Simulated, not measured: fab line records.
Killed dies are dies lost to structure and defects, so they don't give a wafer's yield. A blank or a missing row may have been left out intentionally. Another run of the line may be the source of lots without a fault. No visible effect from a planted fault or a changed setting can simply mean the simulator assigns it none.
Which tool did it? || flow sfq_line || Sampling: 13 lots, 39 wafers, 5 of 325 route steps

WHAT THE GAUGES READ, wafer by wafer
SFQ_M3_RS_MEAS_919: measures by four-point-probe. Usual: for M3_NB_RS the level is 0.892 ohm/sq and the standard deviation is 0.01.
{"lot": "L401", "measured": "day 30 06:23", "on": "film_metro-04", "M3_NB_RS (ohm/sq)": "0.902 0.922 0.895", "flag": ""}
{"lot": "L403", "measured": "day 33 11:16", "on": "film_metro-04", "M3_NB_RS (ohm/sq)": "0.886 0.875 0.884", "flag": ""}
{"lot": "L405", "measured": "day 33 16:07", "on": "film_metro-01", "M3_NB_RS (ohm/sq)": "0.901 0.887 0.894", "flag": ""}
{"lot": "L406", "measured": "day 33 20:55", "on": "film_metro-01", "M3_NB_RS (ohm/sq)": "0.891 0.888 0.890", "flag": ""}
{"lot": "L408", "measured": "day 39 13:38", "on": "film_metro-01", "M3_NB_RS (ohm/sq)": "0.876 0.899 0.890", "flag": ""}
{"lot": "L410", "measured": "day 40 11:35", "on": "film_metro-03", "M3_NB_RS (ohm/sq)": "0.875 0.867 0.886", "flag": ""}
{"lot": "L411", "measured": "day 41 05:35", "on": "film_metro-01", "M3_NB_RS (ohm/sq)": "0.893 0.886 0.885", "flag": ""}
{"lot": "L414", "measured": "day 42 03:11", "on": "film_metro-03", "M3_NB_RS (ohm/sq)": "0.878 0.880 1.218 0.878 0.879 1.220", "flag": "OFF"}
{"lot": "L420", "measured": "day 44 07:07", "on": "film_metro-03", "M3_NB_RS (ohm/sq)": "0.884 0.897 0.881", "flag": ""}
{"lot": "L421", "measured": "day 44 15:29", "on": "film_metro-03", "M3_NB_RS (ohm/sq)": "0.878 0.891 0.886", "flag": ""}
{"lot": "L422", "measured": "day 45 02:18", "on": "film_metro-03", "M3_NB_RS (ohm/sq)": "0.898 0.885 0.898", "flag": ""}
{"lot": "L423", "measured": "day 45 13:16", "on": "film_metro-01", "M3_NB_RS (ohm/sq)": "0.912 0.894 0.907", "flag": ""}
{"lot": "L424", "measured": "day 45 20:17", "on": "film_metro-04", "M3_NB_RS (ohm/sq)": "0.890 0.893 0.896", "flag": ""}

SFQ_I6_BOW_MEAS_941. Usual: for I6_BOW the level is 8 um and the standard deviation is 8.8.
{"lot": "L401", "measured": "day 72 19:22", "on": "film_metro-03", "I6_BOW (um)": "11 9 9", "flag": ""}
{"lot": "L403", "measured": "day 75 05:56", "on": "film_metro-03", "I6_BOW (um)": "0 9 -4", "flag": ""}
{"lot": "L405", "measured": "day 75 13:34", "on": "film_metro-01", "I6_BOW (um)": "7 1 7", "flag": ""}
{"lot": "L406", "measured": "day 75 16:34", "on": "film_metro-01", "I6_BOW (um)": "4 6 0", "flag": ""}
{"lot": "L408", "measured": "day 76 02:56", "on": "film_metro-03", "I6_BOW (um)": "7 -3 -1", "flag": ""}
{"lot": "L410", "measured": "day 76 08:07", "on": "film_metro-01", "I6_BOW (um)": "19 -1 0", "flag": ""}
{"lot": "L411", "measured": "day 76 12:59", "on": "film_metro-01", "I6_BOW (um)": "-5 -1 0", "flag": ""}
{"lot": "L414", "measured": "day 77 08:07", "on": "film_metro-01", "I6_BOW (um)": "14 24 14", "flag": ""}
{"lot": "L420", "measured": "day 78 02:09", "on": "film_metro-01", "I6_BOW (um)": "15 16 26", "flag": ""}
{"lot": "L421", "measured": "day 78 03:59", "on": "film_metro-04", "I6_BOW (um)": "-4 5 12", "flag": ""}
{"lot": "L422", "measured": "day 78 05:08", "on": "film_metro-01", "I6_BOW (um)": "8 18 10", "flag": ""}
{"lot": "L423", "measured": "day 78 08:04", "on": "film_metro-03", "I6_BOW (um)": "-9 7 7", "flag": ""}
{"lot": "L424", "measured": "day 78 11:02", "on": "film_metro-04", "I6_BOW (um)": "10 5 12", "flag": ""}

WHICH TOOL RAN EACH LOT (tool, then ch and the chambers of the sampled wafers, then the start)
{"lot": "L401", "SFQ_TRILAYER_L0_CAP_PECVD_011": "pecvd-02 ch 0,1,2, day 4 07:56", "SFQ_TRILAYER_M3_DEP_SPUTTER_073": "pvd_sputter-05, day 30 06:14", "SFQ_TRILAYER_M3_ETCH_METAL_ETCH_078": "rie_metal-01 ch 0,1, day 30 10:03"}
{"lot": "L403", "SFQ_TRILAYER_L0_CAP_PECVD_011": "pecvd-04 ch 0,2, day 4 22:19", "SFQ_TRILAYER_M3_DEP_SPUTTER_073": "pvd_sputter-06, day 33 11:11", "SFQ_TRILAYER_M3_ETCH_METAL_ETCH_078": "rie_metal-03 ch 0,1, day 39 05:20"}
{"lot": "L405", "SFQ_TRILAYER_L0_CAP_PECVD_011": "pecvd-02 ch 1,2, day 5 07:25", "SFQ_TRILAYER_M3_DEP_SPUTTER_073": "pvd_sputter-05, day 33 15:59", "SFQ_TRILAYER_M3_ETCH_METAL_ETCH_078": "rie_metal-01 ch 0,1, day 39 11:30"}
{"lot": "L406", "SFQ_TRILAYER_L0_CAP_PECVD_011": "pecvd-03 ch 0,1,2, day 5 15:23", "SFQ_TRILAYER_M3_DEP_SPUTTER_073": "pvd_sputter-06, day 33 20:47", "SFQ_TRILAYER_M3_ETCH_METAL_ETCH_078": "rie_metal-01 ch 0,1, day 39 16:18"}
{"lot": "L408", "SFQ_TRILAYER_L0_CAP_PECVD_011": "pecvd-04 ch 0,2, day 6 04:05", "SFQ_TRILAYER_M3_DEP_SPUTTER_073": "pvd_sputter-04, day 39 13:33", "SFQ_TRILAYER_M3_ETCH_METAL_ETCH_078": "rie_metal-01 ch 0, day 45 09:45"}
{"lot": "L410", "SFQ_TRILAYER_L0_CAP_PECVD_011": "pecvd-02 ch 0,1, day 6 12:29", "SFQ_TRILAYER_M3_DEP_SPUTTER_073": "pvd_sputter-04, day 40 11:30", "SFQ_TRILAYER_M3_ETCH_METAL_ETCH_078": "rie_metal-03 ch 0,1, day 46 08:29"}
{"lot": "L411", "SFQ_TRILAYER_L0_CAP_PECVD_011": "pecvd-04 ch 0,1,2, day 6 21:30", "SFQ_TRILAYER_M3_DEP_SPUTTER_073": "pvd_sputter-06, day 41 05:30", "SFQ_TRILAYER_M3_ETCH_METAL_ETCH_078": "rie_metal-01 ch 0,1, day 47 03:39"}
{"lot": "L414", "SFQ_TRILAYER_L0_CAP_PECVD_011": "pecvd-04 ch 0,1, day 7 14:06", "SFQ_TRILAYER_M3_DEP_SPUTTER_073": "pvd_sputter-06, day 42 03:06", "SFQ_TRILAYER_M3_ETCH_METAL_ETCH_078": "rie_metal-01 ch 0,1, day 48 10:58"}
{"lot": "L420", "SFQ_TRILAYER_L0_CAP_PECVD_011": "pecvd-04 ch 0,1, day 9 06:45", "SFQ_TRILAYER_M3_DEP_SPUTTER_073": "pvd_sputter-04, day 44 06:59", "SFQ_TRILAYER_M3_ETCH_METAL_ETCH_078": "rie_metal-01 ch 1, day 50 11:49"}
{"lot": "L421", "SFQ_TRILAYER_L0_CAP_PECVD_011": "pecvd-02 ch 0,1, day 9 12:35", "SFQ_TRILAYER_M3_DEP_SPUTTER_073": "pvd_sputter-04, day 44 15:23", "SFQ_TRILAYER_M3_ETCH_METAL_ETCH_078": "rie_metal-01 ch 1, day 50 20:48"}
{"lot": "L422", "SFQ_TRILAYER_L0_CAP_PECVD_011": "pecvd-03 ch 0,1, day 9 20:59", "SFQ_TRILAYER_M3_DEP_SPUTTER_073": "pvd_sputter-04, day 45 02:11", "SFQ_TRILAYER_M3_ETCH_METAL_ETCH_078": "rie_metal-04 ch 1, day 51 04:06"}
{"lot": "L423", "SFQ_TRILAYER_L0_CAP_PECVD_011": "pecvd-02 ch 0,2, day 10 04:41", "SFQ_TRILAYER_M3_DEP_SPUTTER_073": "pvd_sputter-04, day 45 13:10", "SFQ_TRILAYER_M3_ETCH_METAL_ETCH_078": "rie_metal-03 ch 0,1, day 51 11:12"}
{"lot": "L424", "SFQ_TRILAYER_L0_CAP_PECVD_011": "pecvd-04 ch 0,2, day 10 09:29", "SFQ_TRILAYER_M3_DEP_SPUTTER_073": "pvd_sputter-05, day 45 20:11", "SFQ_TRILAYER_M3_ETCH_METAL_ETCH_078": "rie_metal-01 ch 0,1, day 51 12:24"}
- SFQ_TRILAYER_L0_CAP_PECVD_011: deposits SiO2 from SiH4/N2O, time 13.333 s, target thk 60 nm.
- SFQ_TRILAYER_M3_DEP_SPUTTER_073: material Nb, target thk 200 nm, time 133.3 s.
- SFQ_TRILAYER_M3_ETCH_METAL_ETCH_078: etches Nb in Cl2/Ar, stops on SiO2, target depth 240 nm, time 120 s.

AS READ BY THE TOOLS THEMSELVES (means over the sampled wafers that have a number; for cases with no such wafer, the mark the record gives instead)
SFQ_TRILAYER_L0_CAP_PECVD_011. Usual: heater_power_w 87 W, standard deviation 13; susceptor_temp_C 149.98 C, standard deviation 0.14; throttle_valve_pct 24.8 %, standard deviation 1.2.
{"lot": "L401", "tool": "pecvd-02", "heater_power_w (W)": 79, "susceptor_temp_C (C)": 149.92, "throttle_valve_pct (%)": 23.9, "flag": ""}
{"lot": "L403", "tool": "pecvd-04", "heater_power_w (W)": 83, "susceptor_temp_C (C)": 150.04, "throttle_valve_pct (%)": 24.7, "flag": ""}
{"lot": "L405", "tool": "pecvd-02", "heater_power_w (W)": 77, "susceptor_temp_C (C)": 149.96, "throttle_valve_pct (%)": 24.0, "flag": ""}
{"lot": "L406", "tool": "pecvd-03", "heater_power_w (W)": 89, "susceptor_temp_C (C)": 150.08, "throttle_valve_pct (%)": 25.8, "flag": ""}
{"lot": "L408", "tool": "pecvd-04", "heater_power_w (W)": 85, "susceptor_temp_C (C)": 149.95, "throttle_valve_pct (%)": 24.9, "flag": ""}
{"lot": "L410", "tool": "pecvd-02", "heater_power_w (W)": 95, "susceptor_temp_C (C)": 149.93, "throttle_valve_pct (%)": 24.4, "flag": ""}
{"lot": "L411", "tool": "pecvd-04", "heater_power_w (W)": 86, "susceptor_temp_C (C)": 150.02, "throttle_valve_pct (%)": 25.1, "flag": ""}
{"lot": "L414", "tool": "pecvd-04", "heater_power_w (W)": 89, "susceptor_temp_C (C)": 150.10, "throttle_valve_pct (%)": 24.4, "flag": ""}
{"lot": "L420", "tool": "pecvd-04", "heater_power_w (W)": 89, "susceptor_temp_C (C)": 150.10, "throttle_valve_pct (%)": 24.4, "flag": ""}
{"lot": "L421", "tool": "pecvd-02", "heater_power_w (W)": 95, "susceptor_temp_C (C)": 150.02, "throttle_valve_pct (%)": 24.2, "flag": ""}
{"lot": "L422", "tool": "pecvd-03", "heater_power_w (W)": 64, "susceptor_temp_C (C)": 149.88, "throttle_valve_pct (%)": 23.1, "flag": ""}
{"lot": "L423", "tool": "pecvd-02", "heater_power_w (W)": 89, "susceptor_temp_C (C)": 150.13, "throttle_valve_pct (%)": 24.0, "flag": ""}
{"lot": "L424", "tool": "pecvd-04", "heater_power_w (W)": 89, "susceptor_temp_C (C)": 149.92, "throttle_valve_pct (%)": 24.7, "flag": ""}

SFQ_TRILAYER_M3_DEP_SPUTTER_073. Usual: throttle_valve_pct 29.9 %, standard deviation 0.91.
{"lot": "L401", "tool": "pvd_sputter-05", "throttle_valve_pct (%)": 29.5, "flag": ""}
{"lot": "L403", "tool": "pvd_sputter-06", "throttle_valve_pct (%)": 28.6, "flag": ""}
{"lot": "L405", "tool": "pvd_sputter-05", "throttle_valve_pct (%)": 30.1, "flag": ""}
{"lot": "L406", "tool": "pvd_sputter-06", "throttle_valve_pct (%)": 30.4, "flag": ""}
{"lot": "L408", "tool": "pvd_sputter-04", "throttle_valve_pct (%)": 29.8, "flag": ""}
{"lot": "L410", "tool": "pvd_sputter-04", "throttle_valve_pct (%)": 30.1, "flag": ""}
{"lot": "L411", "tool": "pvd_sputter-06", "throttle_valve_pct (%)": 30.0, "flag": ""}
{"lot": "L414", "tool": "pvd_sputter-06", "throttle_valve_pct (%)": 30.4, "flag": ""}
{"lot": "L420", "tool": "pvd_sputter-04", "throttle_valve_pct (%)": 29.5, "flag": ""}
{"lot": "L421", "tool": "pvd_sputter-04", "throttle_valve_pct (%)": 29.6, "flag": ""}
{"lot": "L422", "tool": "pvd_sputter-04", "throttle_valve_pct (%)": 29.2, "flag": ""}
{"lot": "L423", "tool": "pvd_sputter-04", "throttle_valve_pct (%)": 29.6, "flag": ""}
{"lot": "L424", "tool": "pvd_sputter-05", "throttle_valve_pct (%)": 29.7, "flag": ""}

SFQ_TRILAYER_M3_ETCH_METAL_ETCH_078. Usual: drypump_motor_current_A 5.6 A, standard deviation 0.41; he_backside_leak_sccm 3.26 sccm, standard deviation 0.15; oes_product_au 0.893 a.u., standard deviation 0.007.
{"lot": "L401", "tool": "rie_metal-01", "drypump_motor_current_A (A)": 5.5, "he_backside_leak_sccm (sccm)": 3.25, "oes_product_au (a.u.)": 0.884, "flag": ""}
{"lot": "L403", "tool": "rie_metal-03", "drypump_motor_current_A (A)": 5.7, "he_backside_leak_sccm (sccm)": 3.46, "oes_product_au (a.u.)": 0.899, "flag": ""}
{"lot": "L405", "tool": "rie_metal-01", "drypump_motor_current_A (A)": 5.7, "he_backside_leak_sccm (sccm)": 3.23, "oes_product_au (a.u.)": 0.895, "flag": ""}
{"lot": "L406", "tool": "rie_metal-01", "drypump_motor_current_A (A)": 5.7, "he_backside_leak_sccm (sccm)": 3.22, "oes_product_au (a.u.)": 0.896, "flag": ""}
{"lot": "L408", "tool": "rie_metal-01", "drypump_motor_current_A (A)": 5.2, "he_backside_leak_sccm (sccm)": 3.42, "oes_product_au (a.u.)": 0.895, "flag": ""}
{"lot": "L410", "tool": "rie_metal-03", "drypump_motor_current_A (A)": 5.2, "he_backside_leak_sccm (sccm)": 3.54, "oes_product_au (a.u.)": 0.908, "flag": ""}
{"lot": "L411", "tool": "rie_metal-01", "drypump_motor_current_A (A)": 5.5, "he_backside_leak_sccm (sccm)": 3.33, "oes_product_au (a.u.)": 0.891, "flag": ""}
{"lot": "L414", "tool": "rie_metal-01", "drypump_motor_current_A (A)": 5.5, "he_backside_leak_sccm (sccm)": 3.34, "oes_product_au (a.u.)": 0.853, "flag": "OFF"}
{"lot": "L420", "tool": "rie_metal-01", "drypump_motor_current_A (A)": 6.0, "he_backside_leak_sccm (sccm)": 3.17, "oes_product_au (a.u.)": 0.895, "flag": ""}
{"lot": "L421", "tool": "rie_metal-01", "drypump_motor_current_A (A)": 5.9, "he_backside_leak_sccm (sccm)": 3.17, "oes_product_au (a.u.)": 0.900, "flag": ""}
{"lot": "L422", "tool": "rie_metal-04", "drypump_motor_current_A (A)": 5.7, "he_backside_leak_sccm (sccm)": 3.26, "oes_product_au (a.u.)": 0.891, "flag": ""}
{"lot": "L423", "tool": "rie_metal-03", "drypump_motor_current_A (A)": 5.3, "he_backside_leak_sccm (sccm)": 3.38, "oes_product_au (a.u.)": 0.890, "flag": ""}
{"lot": "L424", "tool": "rie_metal-01", "drypump_motor_current_A (A)": 5.7, "he_backside_leak_sccm (sccm)": 3.14, "oes_product_au (a.u.)": 0.888, "flag": ""}

THE ANSWER, worked out from the rows above alone
Rule: take the mean of a lot's wafers that have a number; if it is more than 3 standard deviations from the usual mean, the lot is off. Also off: a lot with no number at a reading for which 4 or more lots have one. The other lots that the step has rows for count as sound. First the gauges in route order, then the tools' own readings, where a lot's mean is used as printed above. At the first step where some lot is off, the reading lying furthest off is the one used; lots without a number count as furthest.
Off: at SFQ_M3_RS_MEAS_919 (M3_NB_RS), L414.
A tool fits if, at a process step before that reading, it ran every lot that is off, and no sound lot after the first of them. Not tried: the gauges at SFQ_M3_RS_MEAS_919; whatever is off there is also off at SFQ_TRILAYER_M3_ETCH_METAL_ETCH_078, on other tools, and gauge error can't account for it. One fits: SFQ_TRILAYER_M3_DEP_SPUTTER_073 on pvd_sputter-06. A fault onset in the window from L411 (day 41 05:30, its last sound lot) to L414 (day 42 03:06, its first lot off) fits.

WHAT THE SIMULATOR HAD INSERTED
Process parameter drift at SFQ_TRILAYER_M3_DEP_SPUTTER_073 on pvd_sputter-06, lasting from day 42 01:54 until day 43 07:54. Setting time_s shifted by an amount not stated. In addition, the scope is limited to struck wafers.
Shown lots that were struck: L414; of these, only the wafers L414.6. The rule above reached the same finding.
